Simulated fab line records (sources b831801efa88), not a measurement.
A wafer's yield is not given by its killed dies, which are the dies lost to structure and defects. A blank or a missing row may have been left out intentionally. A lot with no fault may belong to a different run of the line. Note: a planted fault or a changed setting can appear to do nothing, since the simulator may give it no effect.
fab line records	flow sky130
[record] lots = 13	wafers = 39	last_day = 50
route steps=708 shown FIELD_ISO@15 NWELL@34 PAD_OPEN@708
lots untouched by any fault: they come from a run of this same line in which no faults occurred
start_h: the number of hours between the record's first day and the start of the first shown wafer of the lot	wait_h: hours elapsed since this lot's preceding step	" same as the row above	L1.1+2: one row covering several wafers at once	- no value present, or no start provided	* or withheld: withheld	< > ~ a bound
route shown NAME@n: a module of which the file shows steps, and the number in the route of the first	usual: average and standard deviation across the fault-free wafers	same: alike in all rows	chamber/n: place in a boat	sites: each site's reading	_std_site: the values' standard deviation	_edge_site: outer sites' mean less inner sites'	radius_mm: for every site, how far away it sits from the centre of the wafer	mask NAME#n: copy n	behind: the last tool/chamber to shape the wafer	hold: the reason the lot was held/the length of the hold in hours/how it ended	device: which transistor (n, p or np) failed to switch	end of line: tests of these same wafers at the route's end	a step given without rows: its recipe and nothing more	killed: the dies lost at the first sort to structure and to defects; this is not the yield of the wafer	map: shows each die of a wafer: x if killed, . if not, _ if none is there
set.NAME: the setting as run; set.NAME@STEP: as run at that earlier step	model.NAME: the simulator's own value behind a step, which no gauge read
route steps across a sampled set of lots; one table per step, one row per wafer
services: a tool's chamber out of use, with start hour (start_h, from the record's first day; less than 0 if before it), hours out, and reason
[[steps]]
[step SKY_FIELD_ISO_ETCH_14]
[recipe] chemistry = N2/H2	target = BARC	ion_energy_ev = 200	source_w = 500	bias_w = 100	pressure_mtorr = 30	n2_flow_sccm = 100	h2_flow_sccm = 200	stop_on = SiO2	time_s = 45.9	target_depth_a = 600
[usual] drypump_motor_current_A = 5.8/0.44	oes_product_au = 0.855/0.0044	throttle_valve_pct = 13.224/0.0092
lot.wafer	tool	chamber	start_h	wait_h	drypump_motor_current_A	oes_product_au	rf_hours_counter_h	throttle_valve_pct
L277.2	rie_diel-01	1	29.14	0.1	6.6	0.859	78	13.215
L277.3	"	3	"	"	6.0	0.858	83	13.211
L277.5	"	2	"	"	5.6	0.855	-	13.230
L278.1	rie_diel-03	0	32.54	0.1	5.4	0.850	63	13.230
L278.5	"	1	"	"	6.0	0.849	-	13.231
L278.6	"	0	"	"	5.4	0.867	-	13.226
L279.1	rie_diel-03	3	38.16	0.1	4.9	0.858	113	13.236
L279.2	"	2	"	"	5.7	0.856	118	13.224
L279.4	"	1	"	"	6.0	0.848	128	13.214
L280.2	rie_diel-01	2	46.20	0.1	5.6	0.857	1	13.225
L280.4	"	3	"	"	6.0	0.858	84	13.241
L280.5	"	3	"	"	6.0	0.852	-	13.225
L281.1	rie_diel-01	0	49.51	0.1	6.0	0.855	55	13.216
L281.2	"	2	"	"	5.6	0.851	1	13.223
L281.5	"	0	"	"	6.0	0.859	-	13.225
L282.1	rie_diel-04	2	56.16	0.1	5.7	0.850	79	13.238
L282.4	"	1	"	"	5.7	0.857	5	13.228
L282.6	"	1	"	"	5.7	0.864	-	13.230
L283.1	rie_diel-03	1	66.41	0.1	6.1	0.850	128	13.218
L283.4	"	2	"	"	5.7	0.859	118	13.206
L283.6	"	3	"	"	4.9	0.861	-	13.247
L285.2	rie_diel-03	1	71.09	0.1	6.1	0.849	128	13.225
L285.5	"	2	"	"	5.7	0.860	-	13.226
L285.6	"	1	"	"	6.0	0.854	-	13.250
L286.2	rie_diel-01	3	75.85	0.1	6.0	0.854	84	13.228
L286.4	"	0	"	"	6.0	0.853	56	13.219
L286.6	"	2	"	"	5.6	0.851	-	13.232
L287.1	rie_diel-04	3	81.29	0.1	5.9	0.851	45	13.220
L287.3	"	1	"	"	5.7	0.858	5	13.236
L287.4	"	0	"	"	5.9	0.859	82	13.230
L288.3	rie_diel-04	1	86.56	0.1	5.7	0.855	5	13.231
L288.5	"	3	"	"	5.9	0.851	-	13.223
L288.6	"	0	"	"	5.9	0.864	-	13.238
L296.1	rie_diel-01	0	140.31	0.1	6.0	0.850	57	13.228
L296.3	"	1	"	"	6.6	0.854	80	13.212
L296.6	"	3	"	"	6.0	0.849	-	13.226
L297.1	rie_diel-01	0	141.01	0.1	6.0	0.854	57	13.230
L297.3	"	1	"	"	6.6	0.855	80	13.225
L297.5	"	0	"	"	6.0	0.855	-	13.223
[step SKY_FIELD_ISO_STRIP_16]
[recipe] chemistry = O2/N2	power_w = 1400	pressure_mtorr = 1500	platen_temp_c = withheld	o2_flow_sccm = 3000	n2_flow_sccm = 300	overash_fraction = 0.5
[usual] drypump_motor_current_A = 5.8/0.44	oes_product_au = 0.378/0.0046	strip_time_to_endpoint_s = 3.55/0.035
lot.wafer	tool	chamber	start_h	wait_h	drypump_motor_current_A	oes_product_au	rf_hours_counter_h	strip_time_to_endpoint_s
L277.2	plasma_asher-03	0	29.24	0.0	6.5	0.386	24	3.57
L277.3	"	1	"	"	5.6	0.377	-	3.57
L277.5	"	1	"	"	5.5	0.365	-	3.50
L278.1	plasma_asher-01	0	32.64	0.0	5.3	0.383	30	3.52
L278.5	"	1	"	"	6.3	0.385	-	3.56
L278.6	"	0	"	"	5.3	0.383	-	3.50
L279.1	plasma_asher-02	1	38.26	0.0	5.4	0.374	37	3.58
L279.2	"	0	"	"	5.9	0.378	37	3.51
L279.4	"	0	"	"	5.9	0.378	-	3.58
L280.2	plasma_asher-01	1	46.29	0.0	6.3	0.379	31	3.50
L280.4	"	0	"	"	5.3	0.382	-	3.56
L280.5	"	1	"	"	6.3	0.379	-	3.52
L281.1	plasma_asher-03	0	49.61	0.0	6.5	0.379	26	3.58
L281.2	"	1	"	"	5.6	0.378	26	3.51
L281.5	"	0	"	"	6.5	0.376	-	3.56
L282.1	plasma_asher-02	0	56.26	0.0	5.9	0.370	38	3.47
L282.4	"	0	"	"	5.9	0.367	-	3.50
L282.6	"	1	"	"	5.3	0.375	-	3.50
L283.1	plasma_asher-02	1	66.51	0.0	5.3	0.373	40	3.57
L283.4	"	0	"	"	5.9	0.375	-	3.52
L283.6	"	1	"	"	5.3	0.380	-	3.60
L285.2	plasma_asher-02	0	71.19	0.0	5.9	0.373	41	3.60
L285.5	"	1	"	"	5.3	0.377	-	3.50
L285.6	"	0	"	"	5.9	0.378	-	3.59
L286.2	plasma_asher-02	1	75.94	0.0	5.4	0.378	41	3.58
L286.4	"	0	"	"	5.9	0.377	-	3.61
L286.6	"	1	"	"	5.3	0.386	-	3.56
L287.1	plasma_asher-02	0	81.39	0.0	5.9	0.379	42	3.60
L287.3	"	0	"	"	5.9	0.378	-	3.54
L287.4	"	1	"	"	5.3	0.378	-	3.56
L288.3	plasma_asher-02	0	86.69	0.1	5.9	0.371	-	3.50
L288.5	"	0	"	"	5.9	0.385	-	3.54
L288.6	"	1	"	"	5.3	0.374	-	3.51
L296.1	plasma_asher-01	0	140.41	0.0	5.3	0.376	36	3.54
L296.3	"	0	"	"	5.3	0.377	-	3.54
L296.6	"	1	"	"	6.3	0.381	-	3.54
L297.1	plasma_asher-02	1	141.11	0.0	5.3	0.374	2	3.60
L297.3	"	0	"	"	5.9	0.389	-	3.59
L297.5	"	0	"	"	5.9	0.384	-	3.58
[step SKY_NWELL_THK_MEAS_02]
[recipe] reads = SiO2_of_NWELL_OXIDATION_01
[usual] NWELL_OXIDATION_THK = 9.94/0.18
lot.wafer	tool	chamber	start_h	wait_h	NWELL_OXIDATION_THK[nm]
L277.2	film_metro-02	-	37.81	0.0	9.97
L277.3	"	-	"	"	10.03
L277.5	"	-	"	"	10.11
L278.1	film_metro-01	-	48.90	0.0	10.15
L278.5	"	-	"	"	10.34
L278.6	"	-	"	"	10.13
L279.1	film_metro-02	-	52.97	0.0	9.96
L279.2	"	-	"	"	9.92
L279.4	"	-	"	"	9.78
L281.1	film_metro-04	-	57.21	0.0	9.93
L281.2	"	-	"	"	9.97
L281.5	"	-	"	"	9.99
L280.2	film_metro-01	-	57.22	0.0	9.91
L280.4	"	-	"	"	9.98
L280.5	"	-	"	"	10.01
L282.1	film_metro-02	-	61.88	0.0	10.04
L282.4	"	-	"	"	10.16
L282.6	"	-	"	"	10.07
L283.1	film_metro-02	-	73.27	0.0	9.52
L283.4	"	-	"	"	9.60
L283.6	"	-	"	"	9.46
L285.2	film_metro-02	-	79.08	0.0	9.66
L285.5	"	-	"	"	9.65
L285.6	"	-	"	"	9.60
L286.2	film_metro-04	-	89.78	0.0	9.92
L286.4	"	-	"	"	9.95
L286.6	"	-	"	"	10.07
L287.1	film_metro-04	-	92.34	0.0	10.05
L287.3	"	-	"	"	10.05
L287.4	"	-	"	"	9.95
L288.3	film_metro-01	-	96.60	0.0	9.78
L288.5	"	-	"	"	9.78
L288.6	"	-	"	"	9.91
L296.1	film_metro-02	-	147.30	0.0	10.58
L296.3	"	-	"	"	10.47
L296.6	"	-	"	"	10.66
L297.1	film_metro-02	-	150.21	0.0	11.06
L297.3	"	-	"	"	10.90
L297.5	"	-	"	"	11.04
[step SKY_NWELL_TW_MEAS_26]
[usual] NWELL_2_TW = 488/3.6
lot.wafer	tool	chamber	start_h	wait_h	NWELL_2_TW
L277.2	film_metro-02	-	102.23	0.1	489
L277.3	"	-	"	"	488
L277.5	"	-	"	"	488
L278.1	film_metro-02	-	115.67	0.1	488
L278.5	"	-	"	"	488
L278.6	"	-	"	"	488
L279.1	film_metro-01	-	120.72	0.1	487
L279.2	"	-	"	"	488
L279.4	"	-	"	"	488
L280.2	film_metro-01	-	125.57	0.1	487
L280.4	"	-	"	"	486
L280.5	"	-	"	"	486
L281.1	film_metro-02	-	125.87	0.1	490
L281.2	"	-	"	"	489
L281.5	"	-	"	"	491
L282.1	film_metro-02	-	128.76	0.1	493
L282.4	"	-	"	"	492
L282.6	"	-	"	"	490
L283.1	film_metro-04	-	144.31	0.1	484
L283.4	"	-	"	"	486
L283.6	"	-	"	"	484
L285.2	film_metro-04	-	151.27	0.1	483
L285.5	"	-	"	"	486
L285.6	"	-	"	"	485
L286.2	film_metro-02	-	162.53	0.1	482
L286.4	"	-	"	"	488
L286.6	"	-	"	"	485
L287.1	film_metro-01	-	165.07	0.1	491
L287.3	"	-	"	"	492
L287.4	"	-	"	"	493
L288.3	film_metro-04	-	177.61	0.1	489
L288.5	"	-	"	"	488
L288.6	"	-	"	"	485
L296.1	film_metro-02	-	229.59	0.1	490
L296.3	"	-	"	"	485
L296.6	"	-	"	"	485
L297.1	film_metro-04	-	239.31	0.1	490
L297.3	"	-	"	"	490
L297.5	"	-	"	"	489
[step SKY_PAD_OPEN_PROBE_99]
[usual] killed_at_M0_to_M3 = 44/7.3	killed_at_M4_up = 3.5/1.8	killed_at_contacts = 24/5.8	killed_at_front_end = 16/4.3	killed_at_other = 0.5/0.68	killed_dies = 88/9.4	killed_open = 48/6.8	killed_short = 40/6.1
[same] gross_dies = 492	killed_at_back_side = 0
lot.wafer	tool	chamber	start_h	wait_h	killed_at_M0_to_M3	killed_at_M4_up	killed_at_contacts	killed_at_front_end	killed_at_other	killed_dies	killed_open	killed_short
L279.1	prober-01	-	1087.03	0.1	37	5	27	9	1	79	43	36
L279.2	prober-01	-	1087.08	0.1	44	5	29	11	1	90	46	44
L279.4	prober-01	-	1087.18	0.2	40	0	34	13	0	87	40	47
L287.1	prober-02	-	1142.25	0.1	53	7	35	13	0	108	53	54
L287.3	prober-02	-	1142.35	0.2	39	6	21	6	2	74	33	41
L287.4	prober-02	-	1142.40	0.2	41	4	22	13	0	80	42	38
// killed by level:class
L279.1 CONTACT:geometric_particle:open=13 VIA1:geometric_particle:open=8 LI_CONTACT:geometric_particle:open=6 METAL1:geometric_particle:short=6 CONTACT:geometric_particle:short=5 METAL2:geometric_particle:short=5 VIA2:geometric_particle:open=4 POLY_GATE:geometric_particle:open=3
L279.2 CONTACT:geometric_particle:open=14 VIA1:geometric_particle:open=12 CONTACT:geometric_particle:short=7 METAL2:geometric_particle:short=7 FIELD_ISO:geometric_particle:short=5 VIA1:geometric_particle:short=5 POLY_GATE:geometric_particle:short=4 LI_CONTACT:geometric_particle:open=4
L279.4 CONTACT:geometric_particle:open=11 LI_CONTACT:geometric_particle:open=8 CONTACT:geometric_particle:short=7 METAL2:geometric_particle:short=6 VIA2:geometric_particle:short=6 LOCAL_INTERCONNECT:geometric_particle:short=5 VIA1:geometric_particle:short=5 VIA2:geometric_particle:open=5
L287.1 CONTACT:geometric_particle:open=13 VIA1:geometric_particle:open=12 METAL1:geometric_particle:short=10 LOCAL_INTERCONNECT:geometric_particle:short=8 FIELD_ISO:geometric_particle:short=5 LI_CONTACT:geometric_particle:open=5 CONTACT:geometric_particle:short=5 METAL1:geometric_particle:open=5
L287.3 CONTACT:geometric_particle:open=8 VIA1:geometric_particle:open=6 VIA2:geometric_particle:open=6 CONTACT:geometric_particle:short=5 METAL2:geometric_particle:short=5 VIA3:geometric_particle:open=4 VIA3:geometric_particle:short=4 METAL1:geometric_particle:short=4
L287.4 VIA1:geometric_particle:open=8 CONTACT:geometric_particle:open=7 VIA2:geometric_particle:open=7 LOCAL_INTERCONNECT:geometric_particle:short=6 METAL2:geometric_particle:short=6 LI_CONTACT:geometric_particle:open=5 POLY_GATE:geometric_particle:short=4 VIA1:geometric_particle:short=4
[[services]]
tool	chamber	start_h	hours	kind
rie_diel-04	3	9.08	2.4	repair
rie_diel-04	-	21.66	1.2	repair
plasma_asher-01	-	49.01	55.0	repair
rie_diel-03	3	100.24	3.9	repair
plasma_asher-02	-	108.75	9.0	pm
plasma_asher-02	0	108.75	9.0	vent_cycle
plasma_asher-02	1	108.75	9.0	vent_cycle
rie_diel-03	-	112.41	2.8	pm
plasma_asher-02	0	117.75	-	clean
plasma_asher-02	1	117.75	-	clean
rie_diel-01	3	118.86	7.7	repair
rie_diel-04	-	131.39	28.1	pm
plasma_asher-02	-	136.46	2.8	pm
[[key]]
[first_sign] step = SKY_NWELL_THK_MEAS_02	reading = NWELL_OXIDATION_THK	direction = up	sigmas = 4.6	usual = 9.94	struck = 10.78
effect none on later readings
met_at SKY_NWELL_THK_MEAS_02
struck_lots L296,L297
tester_left_out L296,L297
not_acting_at SKY_FIELD_ISO_ETCH_14,SKY_FIELD_ISO_STRIP_16,SKY_NWELL_TW_MEAS_26
onset_between 79.08 147.30
also_fits time
[fault] kind = metrology_matching_offset	tool = film_metro-02	chamber = -	onset_h = 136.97	steps = SKY_NWELL_THK_MEAS_02	param = thk_nm	offset = 1.0007
// tester_left_out: of these lots the tester's yield and bins aren't shown, on N5 and GAA mostly nor the transistor test; their killed dies are dies lost to structure and defects alone, not to doping, threshold or leakage, so they don't give the yield
